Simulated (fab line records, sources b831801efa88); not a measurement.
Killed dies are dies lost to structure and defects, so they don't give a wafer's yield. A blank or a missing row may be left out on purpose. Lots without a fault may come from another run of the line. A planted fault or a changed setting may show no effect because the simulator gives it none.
fab line records | flow sky130
record lots=4 wafers=12 last_day=50
route steps=708 shown METAL1@448 VIA1@458 METAL2@483 PAD_OPEN@708
lots that met no fault: from a run of the same line without faults
start_h: hours from the record's first day to the start of the lot's first wafer shown | wait_h: hours since the lot's step before | " the same as in the row above | L1.1+2: a row that stands for several wafers | - no value, or no start given | * or withheld: withheld | < > ~ a bound
route shown NAME@n: a module of which the file shows steps, and the number in the route of the first | usual: mean/standard deviation of fault-free wafers | same: alike in all rows | chamber/n: place in a boat | sites: the reading at each site | _std_site: their standard deviation | _edge_site: outer sites' mean less inner sites' | radius_mm: how far each site lies from the wafer's centre | mask NAME#n: copy n | behind: the tool/chamber that last shaped the wafer | hold: why the lot was held/for how many hours/how that ended | device: the transistor (n, p or np) that didn't switch | end of line: the same wafers' tests at the end of the route | a step without rows: its recipe alone | killed: dies lost to structure and defects at the first sort, not the wafer's yield | map: a wafer's dies, x killed, . not, _ none there
set.NAME: the setting as run; set.NAME@STEP: as run at that earlier step | model.NAME: the simulator's own value behind a step, which no gauge read
lots at some steps of the route; a table a step, a row a wafer
services: from which hour (start_h, from the record's first day; less than 0 if before it) a tool's chamber was out of use, for how many hours, and why
## steps
# step SKY_METAL1_DEVELOP_14
# recipe develop_time_s=60 resist=KrF-thick dev_temp_c=21
# step SKY_METAL1_DESCUM_17
# recipe chemistry=O2 source_power_w=150 bias_power_w=0 pressure_mtorr=10 temp_c=40 time_s=8
# step SKY_METAL1_ETCH_18
# recipe chemistry=N2/H2 target=BARC ion_energy_ev=200 bias_w=100 pressure_mtorr=30 n2_flow_sccm=100 h2_flow_sccm=200 icp_w=500 stop_on=SiO2 time_s=45.9 target_depth_a=600
# step SKY_METAL1_METAL_ETCH_19
# recipe target_depth_a=3600 stop_on=SiO2 over_etch_frac=0.3 time_s=78 chemistry=Cl2/BCl3 resist_sidewall_deg=88 pressure_mtorr=10 icp_w=900 bias_w=48.5 Cl2_flow_sccm=60 bcl3_flow_sccm=30
# step SKY_METAL1_STRIP_20
# recipe chemistry=O2/N2 power_w=1400 pressure_mtorr=1500 platen_temp_c=withheld o2_flow_sccm=3000 n2_flow_sccm=300 overash_fraction=0.5
# step SKY_METAL1_STRIP_21
# recipe chemistry=post_etch_residue_remover time_s=1200 temp_c=72.5
# step SKY_METAL1_CLEAN_22
# recipe chemistry=IPA time_s=180 temp_c=25
# step SKY_METAL1_CLEAN_23
# recipe chemistry=O3/DIW dry=n2_spin
# step SKY_VIA1_HDPCVD_00
# recipe material=SiO2 target_thk_nm=1030 sigma_open_frac=0.3 time_s=171.7 temp_c=400 sih4_flow_sccm=60 pressure_mtorr=6
# step SKY_VIA1_CMP_02
# recipe material=SiO2 down_force_psi=4 platen_rpm=60 pad_velocity_m_s=0.94248
# usual motor_current_A=13.2/1.6 platen_rpm=60.00/0.038
# columns lot.wafer tool chamber start_h wait_h motor_current_A platen_rpm
L382.3 cmp-01 0 794.56 0.1 13.8 59.95
L382.2 " 1 " " 12.2 59.96
L382.6 " 3 " " 15.7 60.03
L393.1 cmp-01 0 869.09 0.1 13.7 60.04
L393.6 " 2 " " 13.4 60.02
L393.5 " 3 " " 16.1 59.98
L395.3 cmp-01 1 892.09 0.1 11.9 60.04
L395.2 " 2 " " 13.6 60.07
L395.5 " 1 " " 12.0 60.03
L401.3 cmp-02 2 942.81 0.0 13.7 60.06
L401.1 " 3 " " 11.8 60.00
L401.5 " 3 " " 10.7 60.08
# step SKY_VIA1_DEHYDRATE_04
# recipe temp_c=200 time_s=60
# step SKY_VIA1_HMDS_05
# recipe prime_time_s=60 prime_temp_c=120
# step SKY_VIA1_COAT_06
# recipe resist=BARC temp_c=withheld time_s=withheld spin_rpm=3000 resist_thk_nm=60
# step SKY_VIA1_COAT_07
# recipe resist=KrF-thick spin_rpm=3000 resist_thk_nm=450
# step SKY_VIA1_SOFTBAKE_08
# recipe temp_c=100 time_s=90 resist=KrF-thick
# step SKY_VIA1_EXPOSE_09
# recipe mask_id=VIM na=0.8 source_shape=annular sigma_inner=0.55 sigma_outer=0.85 target_cd_nm=150 dose_mj=38
# step SKY_VIA1_PEB_10
# recipe peb_temp_c=withheld peb_time_s=withheld resist=KrF-thick
# step SKY_VIA1_DEVELOP_11
# recipe develop_time_s=60 resist=KrF-thick dev_temp_c=21
# step SKY_VIA1_ETCH_14
# recipe chemistry=N2/H2 target=BARC ion_energy_ev=200 source_w=500 bias_w=100 pressure_mtorr=30 n2_flow_sccm=100 h2_flow_sccm=200 stop_on=SiO2 time_s=45.9 target_depth_a=600
# step SKY_VIA1_ETCH_15
# recipe target=SiO2 chemistry=C4F8/O2/Ar target_depth_nm=351 stop_on=TiN mask_material=KrF-thick source_w=1500 bias_w=1200 pressure_mtorr=40 c4f8_flow_sccm=withheld O2_flow_sccm=6 Ar_flow_sccm=300 time_s=54
# step SKY_VIA1_STRIP_16
# recipe chemistry=O2/N2 power_w=1400 pressure_mtorr=1500 platen_temp_c=withheld o2_flow_sccm=3000 n2_flow_sccm=300 overash_fraction=0.5
# step SKY_VIA1_STRIP_17
# recipe chemistry=post_etch_residue_remover time_s=1200 temp_c=72.5
# step SKY_VIA1_CLEAN_18
# recipe chemistry=IPA time_s=180 temp_c=25
# step SKY_VIA1_CLEAN_19
# recipe chemistry=O3/DIW dry=n2_spin
# step SKY_VIA1_SPUTTER_20
# recipe material=TiN target_thk_nm=20 chamber_pressure_pa=5 power_w=4000 time_s=80
# step SKY_VIA1_CVD_21
# recipe material=W target_thk_nm=270 time_s=80.902 temp_c=400 pressure_torr=40
# step SKY_VIA1_CMP_24
# recipe stop_on=SiO2 t_overpolish_s=15 down_force_psi=3.5 platen_rpm=60 target_thk_nm=0 pad_velocity_m_s=0.94248
# step SKY_METAL2_SPUTTER_00
# recipe material=Ti target_thk_nm=15 power_w=3000 time_s=10 chamber_pressure_pa=0.4
# step SKY_METAL2_SPUTTER_01
# recipe material=TiN target_thk_nm=20 power_w=6500 time_s=16.7 chamber_pressure_pa=0.4
# step SKY_METAL2_SPUTTER_02
# recipe material=AlCu target_thk_nm=250 power_w=10600 time_s=13.3 chamber_pressure_pa=0.4
# step SKY_METAL2_SPUTTER_03
# recipe material=Ti target_thk_nm=5 power_w=3000 time_s=3.3 chamber_pressure_pa=0.4
# step SKY_METAL2_SPUTTER_04
# recipe material=TiN target_thk_nm=70 power_w=6500 time_s=58.3 chamber_pressure_pa=0.4
# step SKY_PAD_OPEN_PROBE_99
# usual defect_limited_yield=82.4/1.8 killed_at_M0_to_M3=43/6.6 killed_at_M4_up=3.1/1.9 killed_at_contacts=24/5.2 killed_at_front_end=16/4.5 killed_at_other=0.4/0.62 killed_dies=87/9 killed_on_rim=17/3.7 killed_open=48/7 killed_short=39/6.2 sort_bin_3_pad_short=0.9/0.44 sort_bin_5_function=10.3/1.3 sort_bin_6_memory=6.5/1.1 sort_n_pass=405/9 sort_yield_pct=82.4/1.8
# same gross_dies=492 killed_at_back_side=0 sort_bin_4_leakage[%]=0 sort_bin_8_speed[%]=0
# columns lot.wafer tool chamber start_h wait_h defect_limited_yield[%] killed_at_M0_to_M3 killed_at_M4_up killed_at_contacts killed_at_front_end killed_at_other killed_dies killed_on_rim killed_open killed_short sort_bin_3_pad_short[%] sort_bin_5_function[%] sort_bin_6_memory[%] sort_n_pass sort_yield_pct[%] model.etest.tester.sort_n_pass model.etest.tester.sort_yield_pct model.etest.tester.sort_bin_5_pct model.etest.tester.sort_bin_6_pct model.etest.tester.sort_bin_3_pct
L382.2 prober-01 - 1104.84 0.1 82.3 46 1 20 20 0 87 16 53 33 1.4 9.3 6.9 405 82.3 405 82.32 9.35 6.911 1.423
L382.3 prober-01 - 1104.89 0.2 83.7 32 5 27 15 1 80 14 48 32 1.0 10.2 5.1 412 83.7 412 83.74 10.16 5.081 1.016
L382.6 prober-01 - 1105.04 0.2 83.7 52 2 20 6 0 80 11 47 33 0.4 9.8 6.1 412 83.7 412 83.74 9.756 6.098 0.4065
L393.1 prober-01 - 1162.22 0.1 55.7 186 5 17 10 0 218 43 28 28 2.4 27.4 14.4 274 55.7 274 55.69 27.44 14.43 2.439
L393.5 prober-01 - 1162.42 0.2 55.3 190 1 18 11 0 220 40 38 34 2.2 29.9 12.6 272 55.3 272 55.28 29.88 12.6 2.236
L393.6 prober-01 - 1162.47 0.2 52.0 205 1 23 7 0 236 48 33 30 2.2 31.7 14.0 256 52.0 256 52.03 31.71 14.02 2.236
L395.2 prober-01 - 1178.28 0.1 49.4 206 2 28 13 0 249 43 36 43 4.5 33.7 12.4 243 49.4 243 49.39 33.74 12.4 4.472
L395.3 prober-01 - 1178.33 0.2 49.4 203 1 29 16 0 249 53 46 33 3.9 30.5 16.3 243 49.4 243 49.39 30.49 16.26 3.862
L395.5 prober-01 - 1178.43 0.2 46.7 211 4 30 15 2 262 49 47 44 2.2 35.0 16.1 230 46.7 230 46.75 34.96 16.06 2.236
L401.1 prober-01 - 1211.60 0.1 82.3 48 5 19 14 1 87 8 46 41 1.2 9.6 6.9 405 82.3 405 82.32 9.553 6.911 1.22
L401.3 prober-01 - 1211.70 0.2 80.7 52 5 28 9 1 95 20 58 37 1.4 12.2 5.7 397 80.7 397 80.69 12.2 5.691 1.423
L401.5 prober-01 - 1211.80 0.2 81.7 44 1 28 17 0 90 18 51 39 0.6 12.2 5.5 402 81.7 402 81.71 12.2 5.488 0.6098
# killed by level:class
L382.2 VIA1:geometric_particle:open=12 CONTACT:geometric_particle:open=11 VIA3:geometric_particle:open=9 FIELD_ISO:geometric_particle:short=6 VIA1:geometric_particle:short=6 FIELD_ISO:geometric_particle:open=5 LI_CONTACT:geometric_particle:open=5 METAL3:geometric_particle:short=5
L382.3 CONTACT:geometric_particle:open=11 METAL1:geometric_particle:short=8 LI_CONTACT:geometric_particle:open=7 VIA1:geometric_particle:open=7 VIA3:geometric_particle:open=6 FIELD_ISO:geometric_particle:short=5 FIELD_ISO:geometric_particle:open=4 SPACER:geometric_particle:open=3
L382.6 VIA1:geometric_particle:open=16 VIA3:geometric_particle:open=11 METAL2:geometric_particle:short=6 CONTACT:geometric_particle:short=6 CONTACT:geometric_particle:open=6 VIA1:geometric_particle:short=5 LI_CONTACT:geometric_particle:open=4 VIA3:geometric_particle:short=4
L393.1 VIA1:unspecified=162 LI_CONTACT:geometric_particle:open=7 VIA2:geometric_particle:open=6 METAL3:geometric_particle:short=5 POLY_GATE:geometric_particle:short=4 CONTACT:geometric_particle:open=4 METAL1:geometric_particle:short=4 METAL4:geometric_particle:short=3
L393.5 VIA1:unspecified=148 VIA1:geometric_particle:open=10 CONTACT:geometric_particle:open=7 METAL1:geometric_particle:short=7 LI_CONTACT:geometric_particle:open=5 METAL3:geometric_particle:short=5 METAL2:geometric_particle:short=4 VIA3:geometric_particle:open=4
L393.6 VIA1:unspecified=173 METAL2:geometric_particle:short=9 LI_CONTACT:geometric_particle:open=8 VIA1:geometric_particle:open=7 CONTACT:geometric_particle:short=6 CONTACT:geometric_particle:open=5 VIA3:geometric_particle:open=5 LI_CONTACT:geometric_particle:short=4
L395.2 VIA1:unspecified=169 CONTACT:geometric_particle:open=12 METAL1:geometric_particle:short=6 VIA1:geometric_particle:open=6 METAL2:geometric_particle:short=6 LI_CONTACT:geometric_particle:open=5 LI_CONTACT:geometric_particle:short=5 VIA2:geometric_particle:open=5
L395.3 VIA1:unspecified=170 VIA1:geometric_particle:open=12 CONTACT:geometric_particle:open=10 LI_CONTACT:geometric_particle:open=9 CONTACT:geometric_particle:short=6 VIA3:geometric_particle:open=5 VIA1:geometric_particle:short=5 METAL2:geometric_particle:short=4
L395.5 VIA1:unspecified=170 CONTACT:geometric_particle:open=11 VIA1:geometric_particle:open=11 LI_CONTACT:geometric_particle:open=8 METAL2:geometric_particle:short=7 POLY_GATE:geometric_particle:open=6 CONTACT:geometric_particle:short=5 LOCAL_INTERCONNECT:geometric_particle:short=4
L401.1 VIA1:geometric_particle:open=15 METAL2:geometric_particle:short=10 CONTACT:geometric_particle:short=6 LI_CONTACT:geometric_particle:open=6 METAL1:geometric_particle:short=6 CONTACT:geometric_particle:open=5 VIA3:geometric_particle:open=5 POLY_GATE:geometric_particle:open=4
L401.3 VIA1:geometric_particle:open=19 CONTACT:geometric_particle:open=9 METAL2:geometric_particle:short=8 LI_CONTACT:geometric_particle:open=7 VIA3:geometric_particle:open=6 VIA1:geometric_particle:short=6 CONTACT:geometric_particle:short=5 LI_CONTACT:geometric_particle:short=3
L401.5 VIA1:geometric_particle:open=16 CONTACT:geometric_particle:open=8 LI_CONTACT:geometric_particle:open=7 VIA1:geometric_particle:short=6 FIELD_ISO:geometric_particle:short=5 CONTACT:geometric_particle:short=5 POLY_GATE:geometric_particle:short=4 METAL1:geometric_particle:short=4
# map L393.6 (x killed, . not)
__________x..xxx.xx._________
________....x..x.xx..._______
______x..xx.xxxxxx...xxx_____
_____..xxxx.x.xx.x...xxx.____
____xx.xxx.x....xx.x.....x___
___.xx..x..x....xxx...xx...__
__..xxx...x..x.x..xxx.xx..xx_
_.xxx.xx.x...x...x..x.xx..x..
_xxxx........x.x.xxxxxx...xxx
_.xx..x..x....xx......x.x...x
_xx....xxx..xxxx....x..xx.xxx
_xx.......x.xxxxxxx..x.xx..x.
_..xxxx.xxxxx.x..x...x...xx..
_x....xxx..xxx.x.....xxx...xx
_xx.xxx...xxx..x...xx.x..xx..
__.xxxx.x.x.....x.xxxxx.xxxx_
___.xx..x....xxx...x.x.x.xx__
____xxxx.xxx..x...x.x.x...___
_____xxx...x.xx..xx...x.x____
______xx..xx......xx..x._____
________x....x.xx.x.xx_______
__________..xx.....x_________
# map L395.5 (x killed, . not)
__________...xx.x.xx_________
________.x..x.x...xxx._______
______...xx.xx....xx...x_____
_____.x....x.xxxxxx.xxx.x____
____.x.x.xxx.xxx.x.xx.xxx.___
___.xx..x.xxxx..xx.......xx__
__.....xx..xx...xx.xx.xxxxxx_
_x.xx.xx...x.xx..x.x.....xx.x
_..x..x..xxxxxxxx...x..x...x.
_.x.xxx.....xx..x.x.x..x.xxx.
_xxx....x.x.xx..x.x.xxx.xxx.x
_xxxx.x.xxxx.x....xxx...xxxx.
_...x..xx.xx....xx.x..x.x...x
_xx.xx.x.xx..xx..x.xx.xxxx.xx
_xx..x.x.x..xxxx.x.x..x.x..xx
__.x.xxx..xxx.xxxx.xxx..x.x._
___..xx.xxxx.xxxxxxx.xxx.x.__
____x...xx.x...x.x.xxxxxx.___
_____.....xx...x.xxxx..x.____
______x....xx..xxxx.x.xx_____
________x.xx...x.xx.x._______
__________xx.x.xx.xx_________
## services
# columns tool chamber start_h hours kind
cmp-01 - 807.95 2.5 repair
cmp-01 - 848.52 4.8 pm
cmp-02 - 867.86 8.9 pm
cmp-01 - 874.09 0.3 repair
cmp-02 - 881.98 0.5 repair
cmp-02 - 912.00 4.0 pm
cmp-02 - 916.00 - consumable_replace:conditioner
cmp-02 - 916.00 - consumable_replace:pad
## key
first_sign step=SKY_PAD_OPEN_PROBE_99 reading=killed_at_M0_to_M3 direction=up sigmas=24 usual=43 struck=200
effect step=SKY_PAD_OPEN_PROBE_99 reading=defect_limited_yield direction=down sigmas=17 usual=82.4 struck=51.4
model_effect step=SKY_PAD_OPEN_PROBE_99 value=etest.tester.sort_n_pass without=403 struck=253
met_at SKY_VIA1_CMP_02
struck_wafers L393.1,L393.5,L393.6,L395.2,L395.3,L395.5
onset_between 794.56 869.09
fault kind=chamber_particle_source tool=cmp-01 chamber=- onset_h=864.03 steps=SKY_VIA1_CMP_02 rate_per_visit_cm2=0.84127 end_h=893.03
